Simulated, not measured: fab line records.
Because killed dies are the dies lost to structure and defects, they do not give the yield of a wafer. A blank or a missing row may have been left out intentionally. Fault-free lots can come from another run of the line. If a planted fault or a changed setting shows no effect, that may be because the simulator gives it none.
A struck lot beside a sound one || flow gf180mcu || 15 steps out of a route of 602
Sound: wafers L218.2, L218.3, L218.5. Struck: wafers L228.1, L228.5, L228.6. The cause is given at the end.
At each step with rows: each side's tool, then ch and its chambers, then its first start. Under that, the readings that differ: sound wafers || struck wafers || difference of the means || sigmas: that difference in standard deviations of wafers without a fault.
alike: words and numbers the same on both sides, and readings whose means are apart by under 2 such deviations; not compared: readings that were withheld, readings missing a value for some wafer, numbers with overlapping values and no deviation given by the record, and bounds like >300 which may hide the same value.
The two part at a step that has a row with sigmas, a row that says differs or no value, or rows on one side only. Numbers that have no deviation but don't overlap get no sigmas and don't part them. Lack of a reading on every wafer of one side parts them only where that side has two or more wafers.

GF_TOP_METAL_SPUTTER_04: material TiN, target thk 25 nm, time 20.8 s.
  struck on pvd-sputter-01, day 32 19:17; sound on pvd-sputter-02, day 30 01:05
  alike: cathode-dc-power-W, throttle-valve-pct
GF_TOP_METAL_RS_MEAS_05: the measuring method here is four-point-probe.
  struck on film-metro-03, day 32 19:19; sound on film-metro-03, day 30 01:08
  alike: TOP_METAL_ALCU_RS
GF_TOP_METAL_THK_MEAS_06: measures by xrf.
  struck on film-metro-03, day 32 19:26; sound on film-metro-03, day 30 01:14
  alike: TOP_METAL_ALCU_THK
then, 7 steps without rows for these wafers: GF_TOP_METAL_DEHYDRATE_07 (time 60 s); GF_TOP_METAL_HMDS_08 (prime time 60 s); GF_TOP_METAL_COAT_09 (resist thk 1500 nm); GF_TOP_METAL_SOFTBAKE_10 (time 60 s); GF_TOP_METAL_EXPOSE_11 (exposes mask MetalTop, target cd 440 nm); GF_TOP_METAL_PEB_12; GF_TOP_METAL_DEVELOP_13 (develop time 60 s).
GF_TOP_METAL_CD_MEAS_14: target cd 440 nm.
  struck on cd-sem-01, day 33 10:35; sound on cd-sem-01, day 30 19:21
  alike: cd-nm
GF_TOP_METAL_OVL_MEAS_15:
  struck on overlay-01, day 33 10:43; sound on overlay-02, day 30 19:27
  alike: TOP_METAL_OVL
GF_TOP_METAL_METAL_ETCH_16: etches the open film in Cl2/BCl3, stops on SiO2, target depth 1077.5 nm, time 179.6 s.
  sound on rie-metal-03 ch 0,1, day 30 19:29; struck on rie-metal-02 ch 0,1, day 33 10:44
  no value came back on the struck wafers for any of 5 readings (bcl3-flow-sccm (sccm), bias-w (W) and others); on the sound wafers bcl3-flow-sccm (sccm) reads 39.93 40.05 39.91
{"reading": "model.NOVOLAK_of_TOP_METAL_COAT_09.thk-nm (nm)", "sound": "1075 1071 1073", "struck": "1508 1511 1507", "difference": "+436", "sigmas": ""}
  not compared: rf-hours-counter-h
GF_TOP_METAL_STRIP_17: strips in O2/N2.
  sound on plasma-asher-03 ch 0, day 30 19:43; struck on plasma-asher-01 ch 0,1, day 33 10:55
{"reading": "strip-time-to-endpoint-s (s)", "sound": "13.51 13.46 13.51", "struck": "18.32 18.34 18.29", "difference": "+4.82", "sigmas": "+60"}
  alike: drypump-motor-current-A, heater-power-w, n2-flow-sccm, oes-product-au
  not compared: rf-hours-counter-h
then, 1 step without rows for these wafers: GF_TOP_METAL_STRIP_18 (strips in post etch residue remover, time 1200 s).

## WHERE THEY PART
At GF_TOP_METAL_METAL_ETCH_16 first; at GF_TOP_METAL_STRIP_17 last (within this record only).

WHY: whatever the simulator had introduced
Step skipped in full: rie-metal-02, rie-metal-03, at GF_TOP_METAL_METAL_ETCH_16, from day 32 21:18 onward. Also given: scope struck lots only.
